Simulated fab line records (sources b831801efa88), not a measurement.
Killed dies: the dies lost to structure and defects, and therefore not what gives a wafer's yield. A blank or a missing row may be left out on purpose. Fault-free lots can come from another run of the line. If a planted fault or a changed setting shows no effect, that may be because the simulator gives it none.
What tool caused it? | flow gf180mcu | 11 lots with 33 wafers sampled at 5 steps, on a route of 602 steps

WHAT THE GAUGES SHOWED, per wafer
GF_CONTACT_RS_MEAS_25: measurement is done with a four-point probe. Usual: CONTACT_W_RS 0.382 ohm/sq, standard deviation 0.0048.
lot  | measured     | on           | CONTACT_W_RS (ohm/sq) | flag
L191 | day 16 09:59 | filmMetro-01 | 0.383 0.384 0.383     | 
L193 | day 17 04:44 | filmMetro-02 | 0.383 0.385 0.385     | 
L196 | day 17 20:13 | filmMetro-02 | 0.376 0.375 0.374     | 
L201 | day 19 22:16 | filmMetro-01 | 0.372 0.378 0.376     | 
L203 | day 20 18:21 | filmMetro-01 | 0.375 0.371 0.374     | 
L204 | day 21 07:40 | filmMetro-03 | 0.386 0.389 0.384     | 
L206 | day 21 17:54 | filmMetro-01 | 0.384 0.386 0.383     | 
L208 | day 22 12:23 | filmMetro-02 | 0.382 0.385 0.383     | 
L212 | day 23 12:39 | filmMetro-01 | 0.386 0.386 0.388     | 
L213 | day 23 23:08 | filmMetro-02 | 0.380 0.377 0.380     | 
L214 | day 24 04:43 | filmMetro-02 | 0.383 0.387 0.387     | 

GF_V1_RS_MEAS_24: measurement is done with a four-point probe. Usual: V1_W_RS 0.326 ohm/sq, standard deviation 0.0036.
lot  | measured     | on           | V1_W_RS (ohm/sq)  | flag
L191 | day 18 10:05 | filmMetro-04 | 0.331 0.322 0.331 | 
L193 | day 19 07:16 | filmMetro-01 | 0.327 0.327 0.331 | 
L196 | day 19 23:37 | filmMetro-01 | 0.333 0.332 0.325 | 
L201 | day 22 01:11 | filmMetro-01 | 0.377 0.375 0.378 | OFF
L203 | day 22 21:12 | filmMetro-02 | 0.380 0.384 0.381 | OFF
L204 | day 23 09:08 | filmMetro-04 | 0.384 0.380 0.379 | OFF
L206 | day 23 19:46 | filmMetro-04 | 0.333 0.321 0.320 | 
L208 | day 24 12:19 | filmMetro-04 | 0.326 0.330 0.327 | 
L212 | day 25 12:06 | filmMetro-04 | 0.325 0.325 0.328 | 
L213 | day 25 21:55 | filmMetro-04 | 0.328 0.328 0.330 | 
L214 | day 26 02:53 | filmMetro-02 | 0.325 0.329 0.324 | 

GF_V1_THK_MEAS_25: measures by xrf. Usual: V1_W_THK 352 nm, standard deviation 4.7.
lot  | measured     | on           | V1_W_THK (nm) | flag
L191 | day 18 10:11 | filmMetro-04 | 352 362 349   | 
L193 | day 19 07:23 | filmMetro-01 | 355 352 350   | 
L196 | day 19 23:43 | filmMetro-01 | 347 348 356   | 
L201 | day 22 01:19 | filmMetro-01 | 299 302 299   | OFF
L203 | day 22 21:19 | filmMetro-02 | 304 301 302   | OFF
L204 | day 23 09:14 | filmMetro-04 | 299 303 302   | OFF
L206 | day 23 19:52 | filmMetro-04 | 345 356 358   | 
L208 | day 24 12:26 | filmMetro-04 | 359 353 358   | 
L212 | day 25 12:13 | filmMetro-04 | 353 353 348   | 
L213 | day 25 22:01 | filmMetro-04 | 350 349 346   | 
L214 | day 26 02:59 | filmMetro-02 | 350 349 352   | 

EACH LOT AND THE TOOL THAT RAN IT (in order: tool; ch and the chambers of the sampled wafers; start)
lot  | GF_V1_SPUTTER_21            | GF_V1_CVD_23
L191 | pvdSputter-01, day 18 09:50 | cvdW-02 ch 0,1, day 18 09:59
L193 | pvdSputter-04, day 19 07:02 | cvdW-01 ch 0,1, day 19 07:08
L196 | pvdSputter-01, day 19 23:19 | cvdW-02 ch 0,1, day 19 23:27
L201 | pvdSputter-01, day 22 00:59 | cvdW-01 ch 0,1, day 22 01:05
L203 | pvdSputter-03, day 22 20:59 | cvdW-01 ch 0,1, day 22 21:05
L204 | pvdSputter-03, day 23 08:53 | cvdW-01 ch 0,1, day 23 08:59
L206 | pvdSputter-03, day 23 19:32 | cvdW-02 ch 0,1, day 23 19:38
L208 | pvdSputter-01, day 24 12:06 | cvdW-02 ch 0,1, day 24 12:12
L212 | pvdSputter-04, day 25 11:52 | cvdW-01 ch 0, day 25 11:58
L213 | pvdSputter-01, day 25 21:41 | cvdW-01 ch 0,1, day 25 21:47
L214 | pvdSputter-03, day 26 02:38 | cvdW-02 ch 0,1, day 26 02:47
- GF_V1_SPUTTER_21: material Ti, target thk 15 nm, time 80.02 s.
- GF_V1_CVD_23: deposits W, target thk 350 nm, time 105.05 s.

AS READ BY THE TOOLS THEMSELVES (means over the sampled wafers that have a number; for cases with no such wafer, the mark the record gives instead)
GF_V1_SPUTTER_21. Usual: chamberPressurePa 4.999 Pa, standard deviation 0.0098; throttleValvePct 30.2 %, standard deviation 1.1.
lot  | tool          | chamberPressurePa (Pa) | throttleValvePct (%) | flag
L191 | pvdSputter-01 | 4.999                  | 30.1                 | 
L193 | pvdSputter-04 | 4.993                  | 31.3                 | 
L196 | pvdSputter-01 | 4.999                  | 29.3                 | 
L201 | pvdSputter-01 | 4.992                  | 30.8                 | 
L203 | pvdSputter-03 | 5.013                  | 30.1                 | 
L204 | pvdSputter-03 | 4.997                  | 30.8                 | 
L206 | pvdSputter-03 | 5.004                  | 30.8                 | 
L208 | pvdSputter-01 | 5.002                  | 29.2                 | 
L212 | pvdSputter-04 | 4.994                  | 29.6                 | 
L213 | pvdSputter-01 | 5.002                  | 30.1                 | 
L214 | pvdSputter-03 | 4.998                  | 29.4                 | 

GF_V1_CVD_23. Usual: heaterPowerW at 801 W, with a standard deviation of 110.
lot  | tool    | heaterPowerW (W) | flag
L191 | cvdW-02 | 730              | 
L193 | cvdW-01 | 856              | 
L196 | cvdW-02 | 730              | 
L201 | cvdW-01 | 793              | 
L203 | cvdW-01 | 792              | 
L204 | cvdW-01 | 792              | 
L206 | cvdW-02 | 823              | 
L208 | cvdW-02 | 734              | 
L212 | cvdW-01 | 720              | 
L213 | cvdW-01 | 862              | 
L214 | cvdW-02 | 820              | 

THE ANSWER, worked out from the rows above alone
Rule: a lot is off if the mean of its wafers that have a number lies more than 3 standard deviations from the usual mean. Also off: a lot with no number at a reading for which 4 or more lots have one. All remaining lots with rows at the step are treated as sound. Order of review: gauges by route order, followed by the tools' own readings, for which a lot's mean as printed above is used. At the first step where some lot is off, the reading lying furthest off is the one used; lots without a number count as furthest.
Off: at GF_V1_RS_MEAS_24 (V1_W_RS), L201, L203, L204.
A tool fits if, at a process step before that reading, it ran every lot that is off, and no sound lot after the first of them. Gauges at GF_V1_RS_MEAS_24: tried the same way as those tools. No candidate that was tried fits.

WHAT THE SIMULATOR HAD PUT IN
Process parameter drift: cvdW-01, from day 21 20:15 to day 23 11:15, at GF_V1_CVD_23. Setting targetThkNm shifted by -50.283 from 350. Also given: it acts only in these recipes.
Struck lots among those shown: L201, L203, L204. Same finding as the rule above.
